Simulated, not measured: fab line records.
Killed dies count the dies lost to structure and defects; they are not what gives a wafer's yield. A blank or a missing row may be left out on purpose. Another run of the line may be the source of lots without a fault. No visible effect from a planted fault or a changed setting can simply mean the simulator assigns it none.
Matching of chambers | flow gf180mcu | pecvd-02 running GF_MIM_CVD_05: 3 sister chambers
The step deposits Si3N4, target thk 42 nm, time 29.086 s. 20 wafers are shown with their chamber, then 10 later ones without.

== EACH WAFER AND ITS CHAMBER ==
wafer  | chamber | heater_power_w (W)
L076.1 | 2       | 761
L076.2 | 1       | 551
L076.3 | 0       | 825
L076.4 | 2       | 746
L076.5 | 0       | 847
L076.6 | 1       | 525
L078.1 | 0       | 783
L078.3 | 1       | 497
L078.6 | 2       | 756
L079.1 | 2       | 732
L079.5 | 1       | 514
L079.6 | 0       | 682
L080.3 | 1       | 540
L080.4 | 1       | 543
L080.5 | 0       | 818
L084.3 | 1       | 475
L084.5 | 0       | 817
L084.6 | 2       | 742
L088.1 | 0       | 831
L088.2 | 2       | 686

SIGNATURES (averages over the wafers above)
reading        | chamber 0 | chamber 1 | chamber 2 | scatter within a chamber
heater_power_w | 800.43    | 520.71    | 737.17    | 39.7
Rule: a wafer lies at a distance from a chamber equal to the root of the sum of squares, over the readings, of (its reading less the chamber's mean, divided by the reading's scatter). If the next closest chamber is less than 2 further off than the closest, the wafer can't be placed; otherwise it belongs to the closest. The scatter: the root of (the sum of the squares of (reading less its chamber's mean) over the shown wafers, divided by (wafers less chambers)).

== WAFERS WITHOUT THEIR CHAMBER ==
wafer  | heater_power_w (W)
L088.4 | 818
L089.2 | 759
L089.3 | 480
L089.4 | 746
L091.1 | 842
L091.4 | 824
L091.6 | 748
L092.1 | 463
L092.2 | 817
L092.5 | 643

== EACH ONE'S CHAMBER ==
wafer  | from the rows above          | in truth
L088.4 | can't be placed: 0 or 2      | 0
L089.2 | can't be placed: 2 or 0      | 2
L089.3 | 1                            | 1
L089.4 | can't be placed: 2 or 0      | 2
L091.1 | can't be placed: 0 or 2      | 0
L091.4 | can't be placed: 0 or 2      | 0
L091.6 | can't be placed: 2 or 0      | 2
L092.1 | 1                            | 1
L092.2 | can't be placed: 0 or 2      | 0
L092.5 | can't be placed: 2 or 1 or 0 | 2
Placed correctly: 2 of 10. Unplaceable from these rows: 8, with the true chamber sitting among the candidates in 8. Number placed wrongly: 0.
